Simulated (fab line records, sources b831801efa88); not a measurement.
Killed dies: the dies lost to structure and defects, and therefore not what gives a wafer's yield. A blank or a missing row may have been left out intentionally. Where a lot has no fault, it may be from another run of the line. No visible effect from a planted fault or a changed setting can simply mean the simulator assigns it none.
Check of tool commonality || flow gf180mcu || Lots sampled 12, wafers sampled 36

== THE REASON FOR OPENING IT ==
Of 12 lots, 1 have the reading VT_IMPLANT_2_TW flagged at GF_VT_IMPLANT_TW_MEAS_21. Fault-free wafers read 1210, with a standard deviation of 6.2.
Rule: a lot is flagged in two cases, either no wafer of it has a number, or all its wafers with numbers fall more than 4 standard deviations from that mean. All remaining lots are regarded as sound.

{"lot": "L592", "measured": "day 6 11:58", "on": "filmMetro-04", "VT_IMPLANT_2_TW, wafer by wafer": "1212 1212 1213", "flag": ""}
{"lot": "L593", "measured": "day 6 14:34", "on": "filmMetro-03", "VT_IMPLANT_2_TW, wafer by wafer": "1207 1202 1199", "flag": ""}
{"lot": "L594", "measured": "day 7 01:54", "on": "filmMetro-04", "VT_IMPLANT_2_TW, wafer by wafer": "1214 1212 1211", "flag": ""}
{"lot": "L597", "measured": "day 7 22:29", "on": "filmMetro-04", "VT_IMPLANT_2_TW, wafer by wafer": "1212 1218 1214", "flag": ""}
{"lot": "L599", "measured": "day 8 13:56", "on": "filmMetro-02", "VT_IMPLANT_2_TW, wafer by wafer": "1199 1201 1199", "flag": ""}
{"lot": "L605", "measured": "day 9 19:35", "on": "filmMetro-04", "VT_IMPLANT_2_TW, wafer by wafer": "30 30 30", "flag": "FLAGGED"}
{"lot": "L608", "measured": "day 10 17:33", "on": "filmMetro-03", "VT_IMPLANT_2_TW, wafer by wafer": "1216 1209 1202", "flag": ""}
{"lot": "L609", "measured": "day 11 00:14", "on": "filmMetro-04", "VT_IMPLANT_2_TW, wafer by wafer": "1218 1216 1210", "flag": ""}
{"lot": "L610", "measured": "day 11 05:23", "on": "filmMetro-04", "VT_IMPLANT_2_TW, wafer by wafer": "1224 1214 1214", "flag": ""}
{"lot": "L612", "measured": "day 11 16:08", "on": "filmMetro-02", "VT_IMPLANT_2_TW, wafer by wafer": "1209 1204 1202", "flag": ""}
{"lot": "L613", "measured": "day 11 23:50", "on": "filmMetro-04", "VT_IMPLANT_2_TW, wafer by wafer": "1212 1223 1212", "flag": ""}
{"lot": "L614", "measured": "day 12 04:26", "on": "filmMetro-02", "VT_IMPLANT_2_TW, wafer by wafer": "1200 1203 1200", "flag": ""}
On average the flagged lots read 30, which is -1180 against the usual, or -99 or more standard deviations.

== WHICH TOOL EACH LOT WENT THROUGH ==
The record keeps 1 process step preceding the reading, out of 602 steps on the route. Each cell gives the tool, then ch followed by the chambers the sampled wafers passed through, then the start.
{"lot": "L592", "flag": "", "GF_VT_IMPLANT_EXPOSE_15": "ilineStepper-02 ch 0, day 6 04:31"}
{"lot": "L593", "flag": "", "GF_VT_IMPLANT_EXPOSE_15": "ilineStepper-01 ch 0, day 6 07:07"}
{"lot": "L594", "flag": "", "GF_VT_IMPLANT_EXPOSE_15": "ilineStepper-02 ch 0, day 6 17:39"}
{"lot": "L597", "flag": "", "GF_VT_IMPLANT_EXPOSE_15": "ilineStepper-01 ch 0, day 7 14:19"}
{"lot": "L599", "flag": "", "GF_VT_IMPLANT_EXPOSE_15": "ilineStepper-02 ch 0, day 8 05:49"}
{"lot": "L605", "flag": "FLAGGED", "GF_VT_IMPLANT_EXPOSE_15": "ilineStepper-02 ch 0, day 9 10:56"}
{"lot": "L608", "flag": "", "GF_VT_IMPLANT_EXPOSE_15": "ilineStepper-01 ch 0, day 10 07:47"}
{"lot": "L609", "flag": "", "GF_VT_IMPLANT_EXPOSE_15": "ilineStepper-01 ch 0, day 10 14:54"}
{"lot": "L610", "flag": "", "GF_VT_IMPLANT_EXPOSE_15": "ilineStepper-02 ch 0, day 10 20:53"}
{"lot": "L612", "flag": "", "GF_VT_IMPLANT_EXPOSE_15": "ilineStepper-01 ch 0, day 11 07:37"}
{"lot": "L613", "flag": "", "GF_VT_IMPLANT_EXPOSE_15": "ilineStepper-01 ch 0, day 11 15:29"}
{"lot": "L614", "flag": "", "GF_VT_IMPLANT_EXPOSE_15": "ilineStepper-01 ch 0, day 11 19:17"}
What the steps here do:
- GF_VT_IMPLANT_EXPOSE_15: exposes mask Nwell LV AREA, target cd 860 nm.
- GF_VT_IMPLANT_TW_MEAS_21

== FLAGGED OVER TOTAL, TOOL BY TOOL (the gauges that took the reading come last) ==
{"step": "GF_VT_IMPLANT_EXPOSE_15", "tool": "ilineStepper-01", "lots run": 7, "flagged": 0, "share of the flagged lots": "none", "sound lots run after its first flagged lot": "-"}
{"step": "GF_VT_IMPLANT_EXPOSE_15", "tool": "ilineStepper-02", "lots run": 5, "flagged": 1, "share of the flagged lots": "all", "sound lots run after its first flagged lot": "1 (L610)"}
{"step": "GF_VT_IMPLANT_TW_MEAS_21", "tool": "filmMetro-02", "lots run": 3, "flagged": 0, "share of the flagged lots": "none", "sound lots run after its first flagged lot": "-"}
{"step": "GF_VT_IMPLANT_TW_MEAS_21", "tool": "filmMetro-03", "lots run": 2, "flagged": 0, "share of the flagged lots": "none", "sound lots run after its first flagged lot": "-"}
{"step": "GF_VT_IMPLANT_TW_MEAS_21", "tool": "filmMetro-04", "lots run": 7, "flagged": 1, "share of the flagged lots": "all", "sound lots run after its first flagged lot": "3 (L609,L610,L613)"}

== THE TABLE: WHAT IT ALLOWS ==
In 2 table rows, all flagged lots were run: ilineStepper-02 (GF_VT_IMPLANT_EXPOSE_15), filmMetro-04 (GF_VT_IMPLANT_TW_MEAS_21).
- ilineStepper-02 at GF_VT_IMPLANT_EXPOSE_15: 1 of its 5 lots flagged. Sound lots followed the first flagged one (L610) on it, something a lasting fault affecting the whole tool could not allow.
- filmMetro-04 at GF_VT_IMPLANT_TW_MEAS_21: 1 of its 7 lots flagged. Sound lots followed the first flagged one (L609, L610, L613) on it, something a lasting fault affecting the whole tool could not allow.
None of the table's rows ran every flagged lot and, after the first, no sound lot.

== WHAT THE SIMULATOR PUT IN ==
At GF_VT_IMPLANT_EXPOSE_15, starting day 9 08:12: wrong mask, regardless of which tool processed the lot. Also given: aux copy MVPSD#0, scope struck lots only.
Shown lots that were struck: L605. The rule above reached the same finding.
